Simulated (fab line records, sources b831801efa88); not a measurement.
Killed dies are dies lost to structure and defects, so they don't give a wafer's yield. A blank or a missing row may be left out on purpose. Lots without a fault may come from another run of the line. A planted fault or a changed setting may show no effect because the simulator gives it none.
Split-lot experiment | flow sky130 | 5 lots, 27 wafers read, on a route of 708 steps

THE SPLIT
At SKY_METAL1_SPUTTER_04 (material TiN, target thk 70 nm, time 58.3 s), the setting time_s was moved away from the recipe's 58.3 s on 9 of the 27 wafers read, by -49.8% to +40.3%. The other wafers ran this setting at the recipe's value.

The file shows no step between the split and the reading.

THE READING
METAL1_ALCU_THK, in nm, at SKY_METAL1_THK_MEAS_06 (measures by xrf). Fault-free wafers of this fab line usually give 250 nm, standard deviation 3.7 nm.

wafer  | tool, chamber at the split | time_s as run, s | against the recipe | METAL1_ALCU_THK, nm | against lot-mates on the recipe
L078.2 | pvd_sputter-03, -          | 58.3             | recipe             | 251                 | -
L078.3 | pvd_sputter-03, -          | 58.3             | recipe             | 250                 | -
L078.4 | pvd_sputter-03, -          | 58.3             | recipe             | 250                 | -
L076.1 | pvd_sputter-04, -          | 29.65            | -49.1%             | 265                 | +18
L076.2 | pvd_sputter-04, -          | 58.3             | recipe             | 246                 | -
L076.3 | pvd_sputter-04, -          | 58.3             | recipe             | 249                 | -
L076.4 | pvd_sputter-04, -          | 58.3             | recipe             | 245                 | -
L076.5 | pvd_sputter-04, -          | 29.65            | -49.1%             | 264                 | +17
L076.6 | pvd_sputter-04, -          | 29.65            | -49.1%             | 265                 | +18
L080.1 | pvd_sputter-04, -          | 29.24            | -49.8%             | 267                 | +17
L080.2 | pvd_sputter-04, -          | 29.24            | -49.8%             | 269                 | +19
L080.3 | pvd_sputter-04, -          | 58.3             | recipe             | 251                 | -
L080.4 | pvd_sputter-04, -          | 29.24            | -49.8%             | 269                 | +19
L080.5 | pvd_sputter-04, -          | 58.3             | recipe             | 253                 | -
L080.6 | pvd_sputter-04, -          | 58.3             | recipe             | 246                 | -
L082.1 | pvd_sputter-04, -          | 58.3             | recipe             | 247                 | -
L082.2 | pvd_sputter-04, -          | 58.3             | recipe             | 250                 | -
L082.3 | pvd_sputter-04, -          | 58.3             | recipe             | 252                 | -
L082.4 | pvd_sputter-04, -          | 58.3             | recipe             | 245                 | -
L082.5 | pvd_sputter-04, -          | 58.3             | recipe             | 246                 | -
L082.6 | pvd_sputter-04, -          | 58.3             | recipe             | 247                 | -
L085.1 | pvd_sputter-04, -          | 81.81            | +40.3%             | 239                 | -12
L085.2 | pvd_sputter-04, -          | 81.81            | +40.3%             | 243                 | -8
L085.3 | pvd_sputter-04, -          | 81.81            | +40.3%             | 238                 | -13
L085.4 | pvd_sputter-04, -          | 58.3             | recipe             | 252                 | -
L085.5 | pvd_sputter-04, -          | 58.3             | recipe             | 249                 | -
L085.6 | pvd_sputter-04, -          | 58.3             | recipe             | 252                 | -

THE FIT
A straight line over all 27 wafers: METAL1_ALCU_THK changes by -0.314 nm for each +1% of time_s; r = -0.95; the points scatter about the line by 2.8 nm.
The same after taking each lot's own level away (the mean of its wafers on the recipe; 27 wafers): -0.338 nm for each +1%; r = -0.97; scatter 2.2 nm.
On that fit, the largest move of time_s shifts the reading by 17 nm.
The lots' own levels span 246.7 to 251.0 nm, that is 1.2 times the standard deviation above.
So the lot-to-lot level changes the slope little: the two slopes agree.
Check: with one of the wafers moved furthest among these (-49.8%) left out of the fit, the line predicts +17.5 nm for it against its lot-mates. It came out at +17 nm against them.

OTHER SPLITS ON THESE WAFERS
These wafers also went through other splits before the reading. Each is held against what the fit with the lots' levels taken away leaves over:
other split on the same wafers              | wafers away from the commonest value | r with METAL1_ALCU_THK (lot level and that fit taken away)
SKY_FIELD_ISO_OXIDATION_01 ox_time_s        | 21                                   | -0.06
SKY_FIELD_ISO_OXIDATION_22 ox_time_s        | 18                                   | +0.01
SKY_SONOS_ONO_CVD_04 time_s                 | 18                                   | -0.13
SKY_POLY_GATE_DEVELOP_12 develop_time_s     | 6                                    | +0.09
SKY_LOCAL_INTERCONNECT_METAL_ETCH_14 time_s | 12                                   | +0.34

THE WHOLE CHAIN: every reading that the file lists as answering this split, in the file's order
step                   | what it does                                | reading                                                                          | change (the file's fit)               | r (the file's)
SKY_METAL1_SPUTTER_04  | material TiN, target thk 70 nm, time 58.3 s | TiN_of_METAL1_SPUTTER_04.thk_nm (the simulator's own value, which no gauge read) | +0.698 nm for each +1% of the setting | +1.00
SKY_METAL1_THK_MEAS_06 | measures by xrf                             | METAL1_ALCU_THK                                                                  | -0.343 for each +1% of the setting    | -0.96

THE FILE'S OWN FIT
METAL1_ALCU_THK changes by -0.343 nm for each +1% of time_s, r = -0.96.
